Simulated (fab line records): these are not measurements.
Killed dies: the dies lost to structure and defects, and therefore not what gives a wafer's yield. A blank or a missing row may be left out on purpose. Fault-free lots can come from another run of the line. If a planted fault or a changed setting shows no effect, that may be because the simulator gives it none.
fab line records	flow sfq_line
record lots=14	wafers=39	last_day=83
route steps=325 shown R5@215 C5@246 M6@252
lots that met no fault: taken from a fault-free run of the same line
start_h: the number of hours between the record's first day and the start of the first shown wafer of the lot	wait_h: time in hours since the lot's previous step	" repeats the value in the row above	L1.1+2: a row that stands for several wafers	- either no value or no given start	* or withheld: withheld	< > ~ a bound
route shown NAME@n: a module of which the file shows steps, and the number in the route of the first	usual: mean/standard deviation taken from wafers without a fault	same: alike in all rows	chamber/n: place in a boat	sites: the reading at each site	_std_site: their standard deviation	_edge_site: the outer-site mean with the inner-site mean subtracted	radius_mm: for every site, how far away it sits from the centre of the wafer	mask NAME#n: copy n	behind: the last tool/chamber to shape the wafer	hold: reason for holding the lot/hours on hold/outcome of the hold	device: transistor that didn't switch, given as n, p or np	end of line: the tests these same wafers got at the end of their route	a step with no rows: only its recipe	killed: the dies lost at the first sort to structure and to defects; this is not the yield of the wafer	map: dies across one wafer; x = killed, . = not, _ = none there
set.NAME: the setting as run; set.NAME@STEP: as run at that earlier step	model.NAME: the simulator's own value behind a step, which no gauge read
steps of the route over a sample of lots; a table a step, a row a wafer
services: when a tool's chamber went out of use (start_h, in hours from the record's first day, below 0 if earlier), for how many hours, and the reason
## steps
# step SFQ_R5_RS_MEAS_933
# recipe thk_meas_gauge=four-point-probe	reads=Ti_of_TRILAYER_R5_DEP_SPUTTER_134+MoNx_of_TRILAYER_R5_DEP_SPUTTER_133+Ti_of_TRILAYER_R5_DEP_SPUTTER_132
# usual R5_MONX_RS=7.05/0.061
lot.wafer	tool	chamber	start_h	wait_h	R5_MONX_RS[ohm/sq]
L569.1	film_metro-02	-	1379.19	0.0	7.02
L569.4	"	-	"	"	6.93
L569.5	"	-	"	"	7.01
L571.1	film_metro-02	-	1385.94	0.0	7.14
L571.4	"	-	"	"	7.09
L571.6	"	-	"	"	7.09
L573.1	film_metro-02	-	1465.49	0.0	7.03
L573.3	"	-	"	"	6.98
L573.6	"	-	"	"	6.94
L574.1	film_metro-02	-	1471.49	0.0	7.11
L574.5	"	-	"	"	7.12
L574.6	"	-	"	"	7.12
L576.4	film_metro-02	-	1489.55	0.1	7.11
L576.5	"	-	"	"	7.07
L576.6	"	-	"	"	7.09
L577.1	film_metro-03	-	1492.49	0.0	7.11
L577.3	"	-	"	"	7.07
L577.5	"	-	"	"	7.08
L578.2	film_metro-03	-	1495.51	0.0	7.08
L578.3	"	-	"	"	7.07
L578.6	"	-	"	"	7.05
L581.1	film_metro-02	-	1507.54	0.0	7.16
L581.2	"	-	"	"	7.14
L581.3	"	-	"	"	7.14
L585.4	film_metro-02	-	1542.05	0.1	6.93
L585.5	"	-	"	"	6.95
L585.6	"	-	"	"	6.99
L586.1	film_metro-03	-	1552.28	0.0	7.02
L586.3	"	-	"	"	6.96
L586.6	"	-	"	"	6.97
L587.2	film_metro-03	-	1560.25	0.0	7.03
L587.5	"	-	"	"	7.08
L588.3	film_metro-03	-	1563.27	0.0	6.98
L589.1	film_metro-03	-	1564.28	0.0	7.06
L589.2	"	-	"	"	7.06
L589.6	"	-	"	"	7.02
L590.4	film_metro-01	-	1567.34	0.1	7.06
L590.5	"	-	"	"	7.08
L590.6	"	-	"	"	7.12
# step SFQ_TRILAYER_R5_STRIP_STRIP_140
# recipe gas=O2	power_w=200	platen_temp_c=40	overash_fraction=0.65	chemistry=O2	pressure_mtorr=50
# usual chamber_pressure_mTorr=50.00/0.05	drypump_motor_current_A=5.6/0.41	oes_product_au=1.001/0.0091	platen_temp_c=40.01/0.13
lot.wafer	tool	chamber	start_h	wait_h	chamber_pressure_mTorr	drypump_motor_current_A	oes_product_au	platen_temp_c	rf_hours_counter_h
L569.1	rie_metal-03	1	1382.53	0.0	49.99	5.0	0.988	40.17	115
L569.4	"	0	"	"	49.99	5.9	0.992	40.14	-
L569.5	"	0	"	"	50.03	5.9	1.000	40.03	-
L571.1	rie_metal-03	0	1389.73	0.0	49.95	6.0	0.999	39.86	39
L571.4	"	1	"	"	50.07	5.0	0.987	40.16	-
L571.6	"	1	"	"	50.04	5.0	0.998	40.08	-
L573.1	rie_metal-03	1	1570.85	0.0	50.04	5.0	1.001	39.96	1
L573.3	"	0	"	"	50.06	6.0	1.003	39.95	-
L573.6	"	0	"	"	49.96	6.0	1.002	40.09	-
L574.1	rie_metal-04	1	1578.05	0.0	49.96	5.3	1.000	40.17	58
L574.5	"	0	"	"	50.06	6.2	1.000	39.84	-
L574.6	"	1	"	"	50.08	5.3	1.019	40.32	-
L576.4	rie_metal-01	1	1599.98	0.2	50.01	5.7	0.992	40.20	-
L576.5	"	0	"	"	49.94	5.3	0.992	39.90	-
L576.6	"	1	"	"	50.03	5.6	1.004	40.08	-
L577.1	rie_metal-01	0	1604.58	0.0	49.92	5.3	1.007	39.90	101
L577.3	"	0	"	"	50.00	5.3	1.000	40.05	-
L577.5	"	1	"	"	49.91	5.7	0.997	40.17	-
L578.2	rie_metal-01	0	1608.18	0.0	49.94	5.3	0.991	39.98	101
L578.3	"	1	"	"	49.98	5.7	0.991	40.16	-
L578.6	"	0	"	"	49.93	5.3	0.987	40.00	-
L581.1	rie_metal-01	1	1620.18	0.0	50.04	5.7	1.002	40.17	78
L581.2	"	0	"	"	50.01	5.3	0.995	40.04	104
L581.3	"	1	"	"	50.05	5.6	0.989	40.15	-
L585.4	rie_metal-04	1	1655.18	0.2	49.98	5.3	1.023	40.07	-
L585.5	"	0	"	"	50.02	6.2	1.005	39.98	-
L585.6	"	1	"	"	50.02	5.3	1.009	40.02	-
L586.1	rie_metal-04	1	1659.78	0.0	50.10	5.3	1.015	39.95	70
L586.3	"	1	"	"	49.97	5.3	1.010	39.93	-
L586.6	"	0	"	"	49.97	6.2	0.993	40.00	-
L587.2	rie_metal-03	1	1670.48	0.0	50.09	5.0	0.991	40.00	19
L587.5	"	1	"	"	50.00	5.0	1.002	39.92	-
L588.3	rie_metal-04	0	1673.08	0.2	49.98	6.2	1.002	39.84	-
L589.1	rie_metal-04	1	1675.28	0.0	50.11	5.3	1.012	40.16	73
L589.2	"	0	"	"	50.07	6.2	0.988	39.71	57
L589.6	"	0	"	"	49.94	6.2	0.990	39.86	-
L590.4	rie_metal-04	0	1677.88	0.2	50.06	6.2	0.998	40.01	-
L590.5	"	1	"	"	50.02	5.3	0.999	40.06	-
L590.6	"	0	"	"	49.91	6.2	1.001	39.84	-
# step SFQ_C5_OVL_MEAS_937
# usual C5_OVL=-2/5.1
lot.wafer	tool	chamber	start_h	wait_h	C5_OVL[nm]
L569.1	overlay-01	-	1393.17	0.1	-6
L569.4	"	-	"	"	2
L569.5	"	-	"	"	-2
L571.1	overlay-01	-	1397.62	0.1	-4
L571.4	"	-	"	"	-3
L571.6	"	-	"	"	-6
L573.1	overlay-01	-	1624.20	0.1	8
L573.3	"	-	"	"	7
L573.6	"	-	"	"	5
L574.1	overlay-02	-	1627.52	0.1	-6
L574.5	"	-	"	"	-9
L574.6	"	-	"	"	-1
L576.4	overlay-02	-	1641.76	0.1	9
L576.5	"	-	"	"	6
L576.6	"	-	"	"	8
L577.1	overlay-02	-	1646.55	0.1	-5
L577.3	"	-	"	"	-14
L577.5	"	-	"	"	-7
L578.2	overlay-02	-	1652.55	0.1	-5
L578.3	"	-	"	"	-2
L578.6	"	-	"	"	1
L581.1	overlay-02	-	1668.15	0.1	-1
L581.2	"	-	"	"	3
L581.3	"	-	"	"	-4
L585.4	overlay-02	-	1700.36	0.1	0
L585.5	"	-	"	"	2
L585.6	"	-	"	"	-1
L586.1	overlay-02	-	1701.55	0.1	2
L586.3	"	-	"	"	2
L586.6	"	-	"	"	-4
L587.2	overlay-02	-	1706.35	0.1	-1
L587.5	"	-	"	"	-3
L588.3	overlay-02	-	1707.56	0.1	1
L589.1	overlay-02	-	1709.95	0.1	3
L589.2	"	-	"	"	7
L589.6	"	-	"	"	5
L590.4	overlay-02	-	1711.16	0.1	-1
L590.5	"	-	"	"	0
L590.6	"	-	"	"	-2
# step SFQ_TRILAYER_M6_DEP_SPUTTER_157
# recipe material=Nb	base_pressure_pa=1.33e-06	chamber_pressure_pa=0.1333	substrate_temp_c=20	target_thk_nm=200	power_w=2000	time_s=133.3
# usual throttle_valve_pct=30.0/1.1
lot.wafer	tool	chamber	start_h	wait_h	throttle_valve_pct
L569.1	pvd_sputter-05	-	1394.10	0.0	29.7
L569.4	"	-	"	"	31.9
L569.5	"	-	"	"	31.3
L571.1	pvd_sputter-03	-	1399.15	0.0	29.5
L571.4	"	-	"	"	31.7
L571.6	"	-	"	"	29.3
L573.1	pvd_sputter-04	-	1625.12	0.0	28.5
L573.3	"	-	"	"	30.1
L573.6	"	-	"	"	29.1
L574.1	pvd_sputter-05	-	1628.45	0.0	29.8
L574.5	"	-	"	"	30.0
L574.6	"	-	"	"	28.5
L576.4	pvd_sputter-05	-	1642.85	0.0	31.6
L576.5	"	-	"	"	31.7
L576.6	"	-	"	"	28.3
L577.1	pvd_sputter-04	-	1647.65	0.0	29.9
L577.3	"	-	"	"	29.1
L577.5	"	-	"	"	28.4
L578.2	pvd_sputter-03	-	1653.47	0.0	29.0
L578.3	"	-	"	"	29.5
L578.6	"	-	"	"	29.0
L581.1	pvd_sputter-04	-	1669.07	0.0	30.5
L581.2	"	-	"	"	29.3
L581.3	"	-	"	"	28.7
L585.4	pvd_sputter-05	-	1701.27	0.0	31.7
L585.5	"	-	"	"	31.2
L585.6	"	-	"	"	31.7
L586.1	pvd_sputter-03	-	1702.47	0.0	31.7
L586.3	"	-	"	"	30.4
L586.6	"	-	"	"	30.3
L587.2	pvd_sputter-05	-	1707.27	0.0	28.3
L587.5	"	-	"	"	28.3
L588.3	pvd_sputter-05	-	1708.47	0.0	31.5
L589.1	pvd_sputter-04	-	1710.87	0.0	28.3
L589.2	"	-	"	"	30.2
L589.6	"	-	"	"	30.7
L590.4	pvd_sputter-03	-	1712.07	0.0	29.1
L590.5	"	-	"	"	29.3
L590.6	"	-	"	"	28.8
# step SFQ_M6_RS_MEAS_938
# recipe thk_meas_gauge=four-point-probe	reads=Nb_of_TRILAYER_M6_DEP_SPUTTER_157
# usual M6_NB_RS=0.887/0.008
lot.wafer	tool	chamber	start_h	wait_h	M6_NB_RS[ohm/sq]
L569.1	film_metro-03	-	1394.19	0.0	0.887
L569.4	"	-	"	"	0.891
L569.5	"	-	"	"	0.890
L571.1	film_metro-04	-	1399.24	0.0	0.872
L571.4	"	-	"	"	0.880
L571.6	"	-	"	"	0.882
L573.1	film_metro-04	-	1625.22	0.0	0.867
L573.3	"	-	"	"	0.868
L573.6	"	-	"	"	0.872
L574.1	film_metro-04	-	1628.54	0.0	0.886
L574.5	"	-	"	"	0.888
L574.6	"	-	"	"	0.893
L576.4	film_metro-04	-	1643.00	0.1	0.893
L576.5	"	-	"	"	0.895
L576.6	"	-	"	"	0.896
L577.1	film_metro-03	-	1647.74	0.0	0.884
L577.3	"	-	"	"	0.889
L577.5	"	-	"	"	0.882
L578.2	film_metro-03	-	1653.59	0.1	0.893
L578.3	"	-	"	"	0.901
L578.6	"	-	"	"	0.899
L581.1	film_metro-01	-	1669.19	0.1	0.897
L581.2	"	-	"	"	0.902
L581.3	"	-	"	"	0.892
L585.4	film_metro-04	-	1701.43	0.1	0.891
L585.5	"	-	"	"	0.738
L585.6	"	-	"	"	0.739
L586.1	film_metro-04	-	1702.57	0.0	0.890
L586.3	"	-	"	"	0.887
L586.6	"	-	"	"	0.889
L587.2	film_metro-01	-	1707.39	0.1	0.895
L587.5	"	-	"	"	0.740
L588.3	film_metro-04	-	1708.61	0.1	0.884
L589.1	film_metro-04	-	1710.97	0.0	0.881
L589.2	"	-	"	"	0.877
L589.6	"	-	"	"	0.873
L590.4	film_metro-03	-	1712.23	0.1	0.882
L590.5	"	-	"	"	0.890
L590.6	"	-	"	"	0.881
# step SFQ_TRILAYER_M6_ETCH_METAL_ETCH_162
# recipe target=Nb	stop_on=SiO2	mask_material=PR	chemistry=Cl2/Ar	target_depth_nm=240	icp_w=600	bias_w=80	pressure_mtorr=10	time_s=120
# usual chamber_pressure_mTorr=9.999/0.0092	drypump_motor_current_A=5.8/0.49	oes_product_au=0.895/0.0064
lot.wafer	tool	chamber	start_h	wait_h	chamber_pressure_mTorr	drypump_motor_current_A	oes_product_au	rf_hours_counter_h
L569.1	rie_metal-04	1	1507.07	0.0	9.991	5.3	0.895	46
L569.4	"	0	"	"	9.995	6.2	0.899	-
L569.5	"	1	"	"	10.002	5.3	0.897	-
L571.1	rie_metal-02	0	1514.33	0.1	9.998	6.6	0.897	128
L571.4	"	0	"	"	9.986	6.6	0.897	-
L571.6	"	0	"	"	10.000	6.6	0.898	-
L573.1	rie_metal-01	1	1714.37	0.0	10.014	5.7	0.908	94
L573.3	"	0	"	"	9.995	5.3	0.904	-
L573.6	"	1	"	"	10.005	5.7	0.904	-
L574.1	rie_metal-02	0	1716.77	0.0	9.985	6.6	0.895	26
L574.5	"	0	"	"	9.992	6.6	0.904	-
L574.6	"	1	"	"	9.992	5.9	0.888	-
L576.4	rie_metal-01	0	1727.61	0.1	9.992	5.3	0.895	-
L576.5	"	1	"	"	9.991	5.7	0.890	-
L576.6	"	0	"	"	10.010	5.3	0.887	-
L577.1	rie_metal-01	0	1729.97	0.0	10.012	5.3	0.900	122
L577.3	"	1	"	"	9.991	5.7	0.899	-
L577.5	"	1	"	"	10.012	5.7	0.897	-
L578.2	rie_metal-02	0	1734.77	0.0	9.992	6.6	0.889	29
L578.3	"	0	"	"	9.989	6.6	0.892	-
L578.6	"	1	"	"	10.020	5.9	0.889	-
L581.1	rie_metal-04	1	1750.37	0.0	10.009	5.3	0.894	85
L581.2	"	0	"	"	9.992	6.2	0.884	69
L581.3	"	0	"	"	10.006	6.2	0.902	-
L585.4	rie_metal-02	0	1785.17	0.1	10.004	6.6	0.885	-
L585.5	"	0	"	"	10.005	6.6	0.973	-
L585.6	"	1	"	"	10.005	6.0	0.987	-
L586.1	rie_metal-01	0	1787.53	0.0	10.008	5.3	0.895	133
L586.3	"	1	"	"	10.000	5.7	0.895	-
L586.6	"	1	"	"	10.011	5.7	0.894	-
L587.2	rie_metal-01	1	1792.33	0.0	9.991	5.6	0.890	108
L587.5	"	1	"	"	10.009	5.7	0.991	-
L588.3	rie_metal-04	0	1795.52	0.1	9.977	6.2	0.887	-
L589.1	rie_metal-02	0	1796.68	0.0	9.991	6.6	0.896	39
L589.2	"	1	"	"	9.994	5.9	0.899	90
L589.6	"	0	"	"	9.995	6.6	0.904	-
L590.4	rie_metal-04	1	1797.92	0.1	10.000	5.3	0.907	-
L590.5	"	0	"	"	9.993	6.2	0.902	-
L590.6	"	1	"	"	9.984	5.3	0.893	-
## services
tool	chamber	start_h	hours	kind
pvd_sputter-03	-	1372.59	2.6	repair
pvd_sputter-05	-	1372.84	4.2	repair
rie_metal-02	0	1378.67	22.1	repair
rie_metal-01	0	1393.27	5.6	repair
rie_metal-04	-	1393.39	1.0	repair
rie_metal-01	-	1425.43	22.6	repair
pvd_sputter-05	-	1428.47	5.2	repair
pvd_sputter-04	-	1428.72	2.2	repair
rie_metal-04	0	1458.27	24.1	repair
rie_metal-01	-	1459.42	0.2	repair
pvd_sputter-03	-	1474.18	1.0	repair
pvd_sputter-05	-	1495.86	4.8	repair
rie_metal-02	1	1505.48	28.5	repair
pvd_sputter-04	-	1512.76	4.8	repair
pvd_sputter-05	-	1523.46	9.7	repair
rie_metal-02	0	1542.74	-	clean
rie_metal-04	0	1544.99	12.3	repair
pvd_sputter-04	-	1576.43	3.3	repair
rie_metal-02	-	1581.38	0.1	repair
rie_metal-04	-	1610.41	2.8	pm
pvd_sputter-05	-	1673.28	7.2	repair
rie_metal-02	1	1685.65	4.7	repair
pvd_sputter-05	-	1711.11	3.2	repair
rie_metal-04	-	1761.46	1.6	repair
## key
first_sign step=SFQ_M6_RS_MEAS_938	reading=M6_NB_RS	direction=down	sigmas=18	usual=0.887	struck=0.739
effect step=SFQ_TRILAYER_M6_ETCH_METAL_ETCH_162	reading=oes_product_au	direction=up	sigmas=14	usual=0.895	struck=0.984
met_at SFQ_TRILAYER_M6_DEP_SPUTTER_157
struck_lots L585,L587
struck_wafers L585.5,L585.6,L587.5
not_acting_at SFQ_R5_RS_MEAS_933,SFQ_TRILAYER_R5_STRIP_STRIP_140,SFQ_C5_OVL_MEAS_937
onset_between 1642.85 1701.27
fault kind=process_parameter_drift	tool=pvd_sputter-05	chamber=-	onset_h=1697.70	steps=SFQ_TRILAYER_M6_DEP_SPUTTER_157	channel=time_s	offset=*	shape=step	end_h=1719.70	scope=struck_wafers_only	acts_in=*	stated=*
